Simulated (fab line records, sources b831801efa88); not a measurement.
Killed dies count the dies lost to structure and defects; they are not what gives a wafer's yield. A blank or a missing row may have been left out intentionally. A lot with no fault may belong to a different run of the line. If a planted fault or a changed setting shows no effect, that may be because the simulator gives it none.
Comparing a struck lot with a sound one :: flow sky130 :: 14 steps out of a route of 708
Sound: wafers L528.2, L528.3, L528.6. The struck wafers were L531.1, L531.2, L531.6. At the end, the cause is stated.
Each step with rows lists, per side, the tool, then ch with its chambers, then its first start. Under that, the readings that differ: sound wafers :: struck wafers :: difference of the means :: sigmas: that difference in standard deviations of wafers without a fault.
alike: readings with means less than 2 such deviations apart, plus words and numbers identical on both sides. not compared: withheld readings, readings lacking a value on some wafer, bounds such as >300 that could conceal the same value, and numbers that have no deviation in the record and whose values overlap.
The two part at a step that has a row with sigmas, a row that says differs or no value, or rows on one side only. Non-overlapping numbers with no deviation appear without sigmas and do not part them. A reading that every wafer of one side lacks parts them only if that side has two wafers or more.

first, 1 step without rows for these wafers: SKY_GATE_OXIDE_WET_ETCH_12 (etches SiO2 in dHF, target depth 16.8 nm, time 336 s).
SKY_GATE_OXIDE_STRIP_13: strips in O2/N2.
  sound on plasma asher-04 ch 1, day 19 07:34; struck on plasma asher-03 ch 0,1, day 20 06:01
  alike: drypump motor current A, n2 flow sccm, oes product au, strip time to endpoint s
  not compared: rf hours counter h
SKY_GATE_OXIDE_TW_MEAS_14:
  struck on film metro-03, day 20 06:07; sound on film metro-03, day 19 07:41
  alike: GATE_OXIDE_TW
then, 3 steps without rows for these wafers: SKY_GATE_OXIDE_CLEAN_15 (cleans in SC1/SC2, time 150 s); SKY_GATE_OXIDE_OXIDATION_16 (stabilise 600 s, purge 300 s, target thk 3.57 nm); SKY_POLY_GATE_CVD_00 (deposits poly-Si, target thk 180 nm, time 720 s).
SKY_POLY_GATE_THK_MEAS_01:
  struck on film metro-03, day 20 09:10; sound on film metro-02, day 19 10:32
  alike: POLY_GATE_CVD_00_THK
then, 5 steps without rows for these wafers: SKY_RES_PROTECT_DEHYDRATE_00 (time 60 s); SKY_RES_PROTECT_HMDS_01 (prime time 60 s); SKY_RES_PROTECT_COAT_02 (resist thk 1140 nm); SKY_RES_PROTECT_SOFTBAKE_03 (time 60 s); SKY_RES_PROTECT_EXPOSE_04 (exposes mask RPM, target cd 1270 nm).
SKY_RES_PROTECT_PEB_05:
  sound on litho track-01 ch 0, day 20 17:58; struck on litho track-01, day 21 13:56
reading: exhaust pa (Pa)
sound: 44.8 45.2 44.6
struck: - - -
difference: no value on the struck wafers
sigmas: 
  not compared: chill plate temp C, resist line temp C, time s
then, 1 step without rows for these wafers: SKY_RES_PROTECT_DEVELOP_06 (develop time 60 s).

WHERE THEY PART
Only at SKY_RES_PROTECT_PEB_05, as far as this record shows.

WHY: the cause the simulator had injected
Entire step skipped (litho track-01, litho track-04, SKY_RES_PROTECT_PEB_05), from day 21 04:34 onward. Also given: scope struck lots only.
